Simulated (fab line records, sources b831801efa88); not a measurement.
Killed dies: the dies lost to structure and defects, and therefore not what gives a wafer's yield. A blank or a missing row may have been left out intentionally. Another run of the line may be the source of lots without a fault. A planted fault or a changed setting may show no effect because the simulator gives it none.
Which tool was responsible? | flow gf180mcu | Sampling: 14 lots, 42 wafers, 3 of 602 route steps

WHAT EACH GAUGE READ, for each wafer
GF_M2_CD_MEAS_14: the cd target is 280 nm. Usual: cd-nm reads 279.7 nm (standard deviation 1.3).
lot  | measured     | on        | cd-nm (nm)        | flag
L652 | day 19 04:45 | cd-sem-02 | 281.6 281.1 281.9 |
L653 | day 19 12:11 | cd-sem-02 | 276.9 278.4 278.3 |
L654 | day 20 01:58 | cd-sem-02 | 282.0 281.6 282.3 |
L655 | day 20 11:04 | cd-sem-02 | 276.3 279.6 278.4 |
L656 | day 20 19:38 | cd-sem-02 | 278.8 278.6 280.2 |
L662 | day 23 08:17 | cd-sem-02 | 280.3 280.8 281.0 |
L663 | day 23 14:24 | cd-sem-01 | 279.7 281.4 280.5 |
L669 | day 25 10:37 | cd-sem-01 | 282.0 281.3 281.5 |
L670 | day 25 17:01 | cd-sem-02 | 279.3 279.2 278.9 |
L671 | day 25 20:56 | cd-sem-01 | 281.7 280.3 281.0 |
L672 | day 26 08:43 | cd-sem-02 | 279.5 278.8 279.5 |
L673 | day 26 14:52 | cd-sem-01 | 279.6 279.5 278.7 |
L674 | day 26 21:28 | cd-sem-02 | 282.0 281.1 280.3 |
L675 | day 27 02:32 | cd-sem-02 | 280.7 279.4 280.5 |

WHICH TOOL RAN EACH LOT (tool, then ch and the chambers of the sampled wafers, then the start)
lot  | GF_NSD_COAT_02                    | GF_M2_SPUTTER_02
L652 | litho-track-04 ch 0, day 12 22:26 | pvd-sputter-03, day 18 05:02
L653 | litho-track-04 ch 0, day 13 05:11 | pvd-sputter-04, day 18 11:52
L654 | litho-track-04 ch 0, day 13 15:19 | pvd-sputter-04, day 19 01:35
L655 | litho-track-04 ch 0, day 13 23:31 | pvd-sputter-01, day 19 10:32
L656 | litho-track-01 ch 0, day 14 06:54 | pvd-sputter-03, day 19 19:02
L662 | litho-track-01 ch 0, day 16 13:06 | pvd-sputter-03, day 22 08:52
L663 | litho-track-01 ch 0, day 16 21:27 | pvd-sputter-04, day 22 15:16
L669 | litho-track-03 ch 0, day 18 18:38 | pvd-sputter-03, day 24 12:26
L670 | litho-track-04 ch 0, day 19 02:10 | pvd-sputter-04, day 24 19:31
L671 | litho-track-01 ch 0, day 19 07:18 | pvd-sputter-01, day 24 23:46
L672 | litho-track-01 ch 0, day 19 19:44 | pvd-sputter-03, day 25 11:02
L673 | litho-track-03 ch 0, day 20 02:41 | pvd-sputter-04, day 25 17:16
L674 | litho-track-04 ch 0, day 20 12:40 | pvd-sputter-04, day 26 01:06
L675 | litho-track-01 ch 0, day 20 16:54 | pvd-sputter-04, day 26 06:38
- GF_NSD_COAT_02: resist thk 1000 nm.
- GF_M2_SPUTTER_02: material AlCu, target thk 450 nm, time 23.9 s.

AS READ BY THE TOOLS THEMSELVES (means over the sampled wafers that have a number; for cases with no such wafer, the mark the record gives instead)
GF_NSD_COAT_02. Usual: exhaust-pa 45.1 Pa, standard deviation 0.98; spin-speed-rpm 2999.8 rpm, standard deviation 2.3.
lot  | tool           | exhaust-pa (Pa) | spin-speed-rpm (rpm) | flag
L652 | litho-track-04 | 45.1            | 2998.6               |
L653 | litho-track-04 | 45.6            | 3000.5               |
L654 | litho-track-04 | 44.5            | 3001.8               |
L655 | litho-track-04 | 43.8            | 2999.7               |
L656 | litho-track-01 | 45.5            | 3000.8               |
L662 | litho-track-01 | 44.5            | 3060.2               | OFF
L663 | litho-track-01 | 45.0            | 3061.8               | OFF
L669 | litho-track-03 | 44.3            | 2998.8               |
L670 | litho-track-04 | 44.6            | 2999.7               |
L671 | litho-track-01 | 45.1            | 3001.4               |
L672 | litho-track-01 | 45.2            | 2999.4               |
L673 | litho-track-03 | 43.5            | 3000.1               |
L674 | litho-track-04 | 44.2            | 3002.0               |
L675 | litho-track-01 | 45.8            | 3002.2               |

GF_M2_SPUTTER_02. Usual: throttle-valve-pct reads 30.3 % (standard deviation 0.78).
lot  | tool           | throttle-valve-pct (%) | flag
L652 | pvd-sputter-03 | 30.3                   |
L653 | pvd-sputter-04 | 29.4                   |
L654 | pvd-sputter-04 | 30.1                   |
L655 | pvd-sputter-01 | 29.3                   |
L656 | pvd-sputter-03 | 30.3                   |
L662 | pvd-sputter-03 | 30.5                   |
L663 | pvd-sputter-04 | 30.1                   |
L669 | pvd-sputter-03 | 30.2                   |
L670 | pvd-sputter-04 | 30.3                   |
L671 | pvd-sputter-01 | 30.3                   |
L672 | pvd-sputter-03 | 30.4                   |
L673 | pvd-sputter-04 | 30.1                   |
L674 | pvd-sputter-04 | 30.0                   |
L675 | pvd-sputter-04 | 30.7                   |

THE ANSWER, worked out from the rows above alone
Rule: take the mean of a lot's wafers that have a number; if it is more than 3 standard deviations from the usual mean, the lot is off. A lot without any number at a reading at which 4 lots or more have one is off too. The other lots that the step has rows for count as sound. The gauges are gone through in route order, then the tools' own readings, and for those a lot's mean is taken as printed above. The first step at which some lot is off is used, and at that step the reading that is off furthest; a lot without a number counts as furthest.
Off: L662, L663 (GF_NSD_COAT_02, spin-speed-rpm).
A tool fits if, at that step or a process step before it, it ran every lot that is off, and no sound lot after the first of them. Not one of the candidates tried fits.

WHAT WAS PUT IN BY THE SIMULATOR
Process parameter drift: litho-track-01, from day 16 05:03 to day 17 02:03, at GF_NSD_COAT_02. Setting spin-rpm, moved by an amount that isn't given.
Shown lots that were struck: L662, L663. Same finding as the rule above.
